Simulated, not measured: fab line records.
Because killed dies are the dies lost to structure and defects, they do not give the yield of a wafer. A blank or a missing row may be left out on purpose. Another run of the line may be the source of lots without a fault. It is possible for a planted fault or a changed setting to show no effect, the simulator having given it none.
Problem report in the 8D (eight disciplines) form, filled by code -- flow gf180mcu -- the parts of the form that need people (team, actions taken, sign-off) are left out

## 1. THE PROBLEM
Wafers without a fault read 0.939 a.u., standard deviation 0.0053; oes_product_au at GF_MIM_METAL_ETCH_19 reads a mean of 0.995 a.u. on 9 wafers belonging to 3 lots. Measured from the usual mean, that is +11 standard deviations.
The step: etches the open film in Cl2/BCl3, stops on Si3N4, target depth 324.5 nm, time 54.1 s.
Seen first at day 26 03:58 on rie_metal-01, wafer L947.1. At this step, 30 wafers from 10 lots have a number in the record. The rule behind "out" and "out of limits": a value lying over 4 standard deviations away from the usual mean. Any other wafer with a number is counted as sound.

## 2. WHAT THIS IS AND IS NOT
question,is,is not
which readings at this step,"oes_product_au, throttle_valve_pct",drypump_motor_current_A
which lots,"L947, L948, L949","L946, L952, L957, L961, L962, L963, L966"
which wafers of those lots,all that have a number,-
read on which tools,"rie_metal-01, rie_metal-03",rie_metal-04
when,from day 26 03:58,"up to then (3 sound wafers); but 18 sound wafers of L952, L957, L961, L962, L963, L966 came after"

## 3. SUSPECTS, AND WHAT RULES EACH OUT
Counting: a tool at any process step up to the reading remains a suspect when it ran all the lots that are out and ran no sound lot after the first of those.
- pvd_sputter-01 at GF_MIM_SPUTTER_07 (material TiN, target thk 60 nm, time 50 s): ruled out as a lasting fault. After its first lot that is out, L947 (day 25 07:14), sound lots L952, L957, L962, L963 ran on it.
- pvd_sputter-01 at GF_MIM_SPUTTER_08 (material AlCu, target thk 200 nm, time 10.6 s): ruled out as a lasting fault. After its first lot that is out, L947 (day 25 07:17), sound lots L952, L957, L962, L963 ran on it.
Left after counting: nothing in the record.

## 4. THE CAUSE (what the simulator had put in)
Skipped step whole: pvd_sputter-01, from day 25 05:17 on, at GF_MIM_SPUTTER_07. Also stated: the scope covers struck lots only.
Counting ruled it out, wrongly: the rule takes a fault to strike every lot that its tool runs from its start on, and this one did not.

## 5. THE CHAIN OF EFFECTS, in route order
Each row: a reading where the mean over the struck wafers with a number is more than 3 standard deviations away from the usual. Only readings for which the record gives a usual standard deviation are gone through. hours: the time from each lot's start at the first step in this table that gives one to its start at this step, as a median over the lots. sigmas: the change in usual standard deviations.
hours,step,reading,usual,on struck wafers,change,sigmas
0,GF_MIM_METAL_ETCH_19,oes_product_au,0.939 a.u.,0.995,+0.056,+11
0,GF_MIM_METAL_ETCH_19,throttle_valve_pct,28.284 %,28.227,-0.057,-6.5
The process steps in it:
- GF_MIM_METAL_ETCH_19: etches the open film in Cl2/BCl3, stops on Si3N4, target depth 324.5 nm, time 54.1 s.
Readings that are blank on the struck wafers while sound wafers have them: cathode_dc_power_W at GF_MIM_SPUTTER_07; chamber_pressure_pa at GF_MIM_SPUTTER_07; throttle_valve_pct at GF_MIM_SPUTTER_07.

## 6. WHAT WOULD HAVE CAUGHT IT SOONER
The fault began at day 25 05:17; the first out-of-limits reading in this record came at day 26 03:58, 23 hours later.
At GF_MIM_SPUTTER_07 the tool's readings are blank on the struck wafers, where sound wafers have them: an empty tool record is the first sign, and it was there at once.
